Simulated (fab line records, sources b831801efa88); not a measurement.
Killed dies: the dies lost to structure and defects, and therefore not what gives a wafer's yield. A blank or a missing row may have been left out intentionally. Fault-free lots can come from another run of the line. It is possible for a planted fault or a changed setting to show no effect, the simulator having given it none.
Which tool is to blame? -- flow gf180mcu -- 39 wafers from 13 lots sampled at 2 of the route's 602 steps

WHAT THE GAUGES READ, wafer by wafer
GF_V1_RS_MEAS_24: measures by four-point-probe. Usual: V1_W_RS gives 0.329 ohm/sq (standard deviation 0.0042).
lot,measured,on,V1_W_RS (ohm/sq),flag
L201,day 18 11:25,filmMetro-02,0.332 0.330 0.332,
L203,day 19 00:20,filmMetro-02,0.335 0.323 0.335,
L204,day 19 14:08,filmMetro-03,0.335 0.327 0.329,
L209,day 21 15:25,filmMetro-03,0.334 0.333 0.335,
L210,day 21 22:51,filmMetro-02,0.331 0.325 0.332,
L214,day 23 11:31,filmMetro-01,0.330 0.326 0.328,
L216,day 24 11:55,filmMetro-02,0.330 0.334 0.331,
L217,day 24 21:30,filmMetro-03,0.329 0.332 0.330,
L218,day 24 22:27,filmMetro-01,0.325 0.328 0.325,
L219,day 24 23:46,filmMetro-02,0.327 0.325 0.322,
L220,day 25 09:45,filmMetro-02,0.330 0.326 0.327,
L221,day 25 15:43,filmMetro-01,0.326 0.327 0.323,
L223,day 26 05:50,filmMetro-03,0.335 0.337 0.336,

WHICH TOOL RAN EACH LOT (tool, then ch and the chambers of the sampled wafers, then the start)
lot,GF_V1_CVD_23
L201,"cvdW-01 ch 0, day 18 11:17"
L203,"cvdW-01 ch 0,1, day 19 00:13"
L204,"cvdW-01 ch 0,1, day 19 14:01"
L209,"cvdW-02 ch 0,1, day 21 15:17"
L210,"cvdW-01 ch 0,1, day 21 22:44"
L214,"cvdW-02 ch 0,1, day 23 11:24"
L216,"cvdW-02 ch 0,1, day 24 11:47"
L217,"cvdW-01 ch 0,1, day 24 21:23"
L218,"cvdW-01 ch 0,1, day 24 22:20"
L219,"cvdW-01 ch 0,1, day 24 23:38"
L220,"cvdW-01 ch 1, day 25 09:37"
L221,"cvdW-02 ch 0,1, day 25 15:36"
L223,"cvdW-02 ch 0,1, day 26 05:44"
- GF_V1_CVD_23: deposits W, target thk 350 nm, time 105.05 s.

AS READ BY THE TOOLS THEMSELVES (means over the sampled wafers that have a number; for cases with no such wafer, the mark the record gives instead)
GF_V1_CVD_23. Usual: chamberPressureTorr 39.99 Torr, standard deviation 0.083; heaterPowerOuterW 503 W, standard deviation 36; heaterPowerW 833 W, standard deviation 49.
lot,tool,chamberPressureTorr (Torr),heaterPowerOuterW (W),heaterPowerW (W),flag
L201,cvdW-01,39.96,458,748,
L203,cvdW-01,39.93,476,807,
L204,cvdW-01,40.00,506,858,
L209,cvdW-02,40.00,497,820,
L210,cvdW-01,39.96,485,799,
L214,cvdW-02,40.02,505,848,
L216,cvdW-02,39.99,498,827,
L217,cvdW-01,39.89,487,809,
L218,cvdW-01,39.93,514,844,
L219,cvdW-01,40.04,494,809,
L220,cvdW-01,39.96,527,887,
L221,cvdW-02,39.92,494,841,
L223,cvdW-02,40.04,505,835,

THE ANSWER, worked out from the rows above alone
Rule: take the mean of a lot's wafers that have a number; if it is more than 3 standard deviations from the usual mean, the lot is off. A lot without any number at a reading at which 4 lots or more have one is off too. The other lots that the step has rows for count as sound. Order of review: gauges by route order, followed by the tools' own readings, for which a lot's mean as printed above is used. The first step at which some lot is off is used, and at that step the reading that is off furthest; a lot without a number counts as furthest.
Across all readings shown, no lot is off: no conclusion can be drawn from this.

WHAT HAD BEEN PUT IN BY THE SIMULATOR
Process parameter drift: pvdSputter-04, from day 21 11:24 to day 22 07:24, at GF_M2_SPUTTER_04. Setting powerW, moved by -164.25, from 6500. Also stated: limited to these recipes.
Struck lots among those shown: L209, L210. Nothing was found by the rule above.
